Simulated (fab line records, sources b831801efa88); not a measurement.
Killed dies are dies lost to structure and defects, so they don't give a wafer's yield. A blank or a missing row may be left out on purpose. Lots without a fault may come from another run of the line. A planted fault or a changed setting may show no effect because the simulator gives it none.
Which tool did it? | flow sky130 | 24 lots, 72 wafers sampled, at 5 steps of a route of 708

WHAT THE GAUGES READ, wafer by wafer
SKY_VIA2_THK_MEAS_23: measures by xrf.
lot  | measured     | on            | VIA2_W_THK (nm)
L074 | day 35 18:01 | film_metro-01 | 430 438 427
L075 | day 36 07:43 | film_metro-02 | 434 437 433
L076 | day 36 19:26 | film_metro-03 | 430 430 434
L077 | day 36 21:55 | film_metro-01 | 439 442 444
L078 | day 37 15:43 | film_metro-03 | 431 434 436
L079 | day 37 15:48 | film_metro-01 | 428 426 425
L080 | day 38 02:52 | film_metro-01 | 423 432 425
L081 | day 38 09:00 | film_metro-03 | 431 429 434
L082 | day 38 17:02 | film_metro-02 | 438 441 438
L083 | day 39 16:34 | film_metro-02 | 435 435 434
L084 | day 39 18:24 | film_metro-02 | 433 435 440
L085 | day 39 20:13 | film_metro-01 | 427 419 422
L086 | day 40 11:34 | film_metro-02 | 430 429 437
L087 | day 41 02:56 | film_metro-01 | 430 431 428
L088 | day 41 11:43 | film_metro-01 | 424 434 433
L089 | day 41 17:25 | film_metro-02 | 432 435 436
L090 | day 41 18:34 | film_metro-03 | 424 434 424
L091 | day 41 21:24 | film_metro-03 | 432 433 432
L092 | day 41 22:18 | film_metro-03 | 438 429 426
L093 | day 42 02:26 | film_metro-03 | 432 427 425
L094 | day 42 06:32 | film_metro-01 | 426 428 423
L095 | day 43 04:31 | film_metro-01 | 429 435 437
L096 | day 43 04:57 | film_metro-03 | 438 429 430
L097 | day 43 17:03 | film_metro-03 | 436 425 431

SKY_CAPM_THK_MEAS_04: measures by xrf.
lot  | measured     | on            | CAPM_TIN_THK (nm)
L074 | day 35 18:51 | film_metro-03 | 196.5 198.7 196.6
L075 | day 36 08:32 | film_metro-03 | 198.4 201.0 202.3
L076 | day 36 20:16 | film_metro-03 | 201.0 204.1 202.8
L077 | day 36 22:44 | film_metro-04 | 205.1 205.3 205.8
L078 | day 37 16:32 | film_metro-02 | 199.2 200.4 201.6
L079 | day 37 16:38 | film_metro-03 | 203.6 201.7 200.3
L080 | day 38 03:41 | film_metro-04 | 202.6 204.0 204.7
L081 | day 38 09:50 | film_metro-04 | 202.4 202.8 204.1
L082 | day 38 17:52 | film_metro-02 | 199.0 202.9 201.7
L083 | day 39 17:51 | film_metro-03 | 199.9 199.3 199.4
L084 | day 39 19:14 | film_metro-03 | 205.1 205.9 204.2
L085 | day 39 21:02 | film_metro-03 | 202.6 201.7 202.1
L086 | day 40 12:23 | film_metro-04 | 207.9 207.9 207.8
L087 | day 41 03:46 | film_metro-02 | 207.0 209.8 207.2
L088 | day 41 12:33 | film_metro-03 | 207.6 205.0 208.0
L089 | day 41 18:16 | film_metro-04 | 200.1 199.3 200.1
L090 | day 41 19:24 | film_metro-02 | 198.3 200.8 200.3
L091 | day 41 22:14 | film_metro-04 | 204.1 205.6 203.9
L092 | day 41 23:08 | film_metro-03 | 200.0 197.7 197.6
L093 | day 42 03:16 | film_metro-03 | 204.4 205.8 205.6
L094 | day 42 07:26 | film_metro-02 | 203.0 203.7 203.1
L095 | day 43 05:20 | film_metro-02 | 200.4 203.2 201.8
L096 | day 43 05:48 | film_metro-03 | 202.2 203.6 202.4
L097 | day 43 17:54 | film_metro-02 | 202.4 201.2 200.4

WHICH TOOL RAN EACH LOT (tool, then ch and the chambers of the sampled wafers, then the start)
lot  | SKY_VIA2_STRIP_16                    | SKY_METAL3_SPUTTER_02        | SKY_CAPM_CVD_00
L074 | plasma_asher-04 ch 0,1, day 35 17:05 | pvd_sputter-04, day 35 18:25 | pecvd-04 ch 0,2, day 35 18:32
L075 | plasma_asher-02 ch 0,1, day 36 06:46 | pvd_sputter-01, day 36 08:06 | pecvd-03 ch 0,1,2, day 36 08:13
L076 | plasma_asher-04 ch 0,1, day 36 18:29 | pvd_sputter-04, day 36 19:50 | pecvd-02 ch 1,2, day 36 19:56
L077 | plasma_asher-04 ch 0,1, day 36 20:59 | pvd_sputter-04, day 36 22:19 | pecvd-03 ch 1,2, day 36 22:25
L078 | plasma_asher-02 ch 0,1, day 37 14:49 | pvd_sputter-01, day 37 16:07 | pecvd-02 ch 1,2, day 37 16:13
L079 | plasma_asher-04 ch 0,1, day 37 14:50 | pvd_sputter-04, day 37 16:12 | pecvd-03 ch 0,1, day 37 16:19
L080 | plasma_asher-02 ch 0,1, day 38 01:56 | pvd_sputter-01, day 38 03:16 | pecvd-04 ch 1,2, day 38 03:22
L081 | plasma_asher-02 ch 0,1, day 38 08:04 | pvd_sputter-01, day 38 09:23 | pecvd-04 ch 1,2, day 38 09:30
L082 | plasma_asher-04 ch 0,1, day 38 16:03 | pvd_sputter-01, day 38 17:26 | pecvd-03 ch 1,2, day 38 17:33
L083 | plasma_asher-04 ch 0,1, day 39 15:38 | pvd_sputter-02, day 39 17:25 | pecvd-03 ch 0,1, day 39 17:31
L084 | plasma_asher-03 ch 0,1, day 39 17:29 | pvd_sputter-02, day 39 18:48 | pecvd-02 ch 0,2, day 39 18:55
L085 | plasma_asher-02 ch 0,1, day 39 19:19 | pvd_sputter-01, day 39 20:36 | pecvd-04 ch 0,1, day 39 20:42
L086 | plasma_asher-02 ch 0, day 40 10:38   | pvd_sputter-02, day 40 11:58 | pecvd-03 ch 0,2, day 40 12:04
L087 | plasma_asher-02 ch 0,1, day 41 02:02 | pvd_sputter-04, day 41 03:21 | pecvd-02 ch 0,1,2, day 41 03:27
L088 | plasma_asher-04 ch 0,1, day 41 10:50 | pvd_sputter-01, day 41 12:07 | pecvd-04 ch 0,1,2, day 41 12:13
L089 | plasma_asher-03 ch 0,1, day 41 16:32 | pvd_sputter-02, day 41 17:49 | pecvd-02 ch 0,1,2, day 41 17:56
L090 | plasma_asher-02 ch 0,1, day 41 17:39 | pvd_sputter-02, day 41 18:58 | pecvd-04 ch 0,2, day 41 19:05
L091 | plasma_asher-02 ch 0,1, day 41 20:27 | pvd_sputter-04, day 41 21:48 | pecvd-03 ch 0,1,2, day 41 21:54
L092 | plasma_asher-03 ch 1, day 41 21:23   | pvd_sputter-02, day 41 22:43 | pecvd-04 ch 0,1,2, day 41 22:50
L093 | plasma_asher-03 ch 0,1, day 42 01:32 | pvd_sputter-01, day 42 02:49 | pecvd-04 ch 0,1, day 42 02:55
L094 | plasma_asher-02 ch 0,1, day 42 05:38 | pvd_sputter-01, day 42 06:57 | pecvd-04 ch 0,2, day 42 07:03
L095 | plasma_asher-03 ch 0,1, day 43 03:35 | pvd_sputter-01, day 43 04:55 | pecvd-04 ch 0,1,2, day 43 05:01
L096 | plasma_asher-03 ch 0,1, day 43 04:03 | pvd_sputter-02, day 43 05:22 | pecvd-02 ch 1,2, day 43 05:29
L097 | plasma_asher-04 ch 0,1, day 43 16:05 | pvd_sputter-02, day 43 17:28 | pecvd-03 ch 0,2, day 43 17:35
- SKY_VIA2_STRIP_16: strips in O2/N2.
- SKY_METAL3_SPUTTER_02: material AlCu, target thk 735 nm, time 39.1 s.
- SKY_CAPM_CVD_00: deposits SiO2, target thk 15.5 nm.

WHAT THE TOOLS THEMSELVES READ (means of the sampled wafers that have a number; where no wafer has one, the mark that the record gives instead)
SKY_VIA2_STRIP_16.
lot  | tool            | drypump_motor_current_A (A) | oes_product_au (a.u.) | strip_time_to_endpoint_s (s)
L074 | plasma_asher-04 | 5.6                         | 0.395                 | 4.056
L075 | plasma_asher-02 | 5.5                         | 0.400                 | 4.066
L076 | plasma_asher-04 | 5.6                         | 0.396                 | 4.058
L077 | plasma_asher-04 | 5.6                         | 0.400                 | 4.050
L078 | plasma_asher-02 | 5.5                         | 0.401                 | 4.042
L079 | plasma_asher-04 | 5.3                         | 0.394                 | 4.034
L080 | plasma_asher-02 | 5.7                         | 0.398                 | 4.021
L081 | plasma_asher-02 | 5.5                         | 0.402                 | 4.030
L082 | plasma_asher-04 | 5.3                         | 0.397                 | 4.003
L083 | plasma_asher-04 | 5.6                         | 0.397                 | 4.034
L084 | plasma_asher-03 | 6.0                         | 0.400                 | 4.000
L085 | plasma_asher-02 | 5.5                         | 0.397                 | 4.017
L086 | plasma_asher-02 | 5.3                         | 0.399                 | 4.047
L087 | plasma_asher-02 | 5.5                         | 0.395                 | 4.049
L088 | plasma_asher-04 | 5.3                         | 0.398                 | 4.042
L089 | plasma_asher-03 | 5.9                         | 0.397                 | 4.050
L090 | plasma_asher-02 | 5.7                         | 0.404                 | 4.047
L091 | plasma_asher-02 | 5.7                         | 0.399                 | 4.023
L092 | plasma_asher-03 | 5.7                         | 0.401                 | 4.034
L093 | plasma_asher-03 | 5.8                         | 0.399                 | 4.029
L094 | plasma_asher-02 | 5.7                         | 0.399                 | 4.060
L095 | plasma_asher-03 | 6.0                         | 0.397                 | 4.050
L096 | plasma_asher-03 | 6.0                         | 0.402                 | 4.022
L097 | plasma_asher-04 | 5.6                         | 0.394                 | 4.019

SKY_METAL3_SPUTTER_02.
lot  | tool           | throttle_valve_pct (%)
L074 | pvd_sputter-04 | 30.0
L075 | pvd_sputter-01 | 30.0
L076 | pvd_sputter-04 | 30.0
L077 | pvd_sputter-04 | 29.2
L078 | pvd_sputter-01 | 30.0
L079 | pvd_sputter-04 | 30.0
L080 | pvd_sputter-01 | 30.8
L081 | pvd_sputter-01 | 30.5
L082 | pvd_sputter-01 | 29.7
L083 | pvd_sputter-02 | 30.5
L084 | pvd_sputter-02 | 29.5
L085 | pvd_sputter-01 | 30.3
L086 | pvd_sputter-02 | 29.6
L087 | pvd_sputter-04 | 29.1
L088 | pvd_sputter-01 | 30.4
L089 | pvd_sputter-02 | 31.3
L090 | pvd_sputter-02 | 30.8
L091 | pvd_sputter-04 | 29.1
L092 | pvd_sputter-02 | 30.2
L093 | pvd_sputter-01 | 30.7
L094 | pvd_sputter-01 | 31.1
L095 | pvd_sputter-01 | 30.5
L096 | pvd_sputter-02 | 30.5
L097 | pvd_sputter-02 | 30.7

SKY_CAPM_CVD_00.
lot  | tool     | heater_power_w (W)
L074 | pecvd-04 | 649
L075 | pecvd-03 | 710
L076 | pecvd-02 | 696
L077 | pecvd-03 | 748
L078 | pecvd-02 | 729
L079 | pecvd-03 | 794
L080 | pecvd-04 | 661
L081 | pecvd-04 | 649
L082 | pecvd-03 | 711
L083 | pecvd-03 | 714
L084 | pecvd-02 | 779
L085 | pecvd-04 | 682
L086 | pecvd-03 | 738
L087 | pecvd-02 | 680
L088 | pecvd-04 | 648
L089 | pecvd-02 | 720
L090 | pecvd-04 | 715
L091 | pecvd-03 | 703
L092 | pecvd-04 | 675
L093 | pecvd-04 | 723
L094 | pecvd-04 | 645
L095 | pecvd-04 | 635
L096 | pecvd-02 | 752
L097 | pecvd-03 | 683

THE ANSWER, worked out from the rows above alone
Rule: what is usual is taken from the lots themselves. Put in order of their means at a reading, lots are off if they are a third of the lots or fewer, leave a main group of 4 or more, and stand apart from it by a gap of 3 or more times the standard deviation of the main group's means; of several such gaps the widest counts. A main group whose means are all the same, to the digits that the tables above print for the reading, isn't used. A lot without any number at a reading at which 4 lots or more have one is off too. The other lots that the step has rows for count as sound. The gauges are gone through in route order, then the tools' own readings, and for those a lot's mean is taken as printed above. The first step at which some lot is off is used, and at that step the reading that is off furthest; a lot without a number counts as furthest.
No lot is off at any reading shown: from this, nothing can be told.

WHAT THE SIMULATOR HAD PUT IN
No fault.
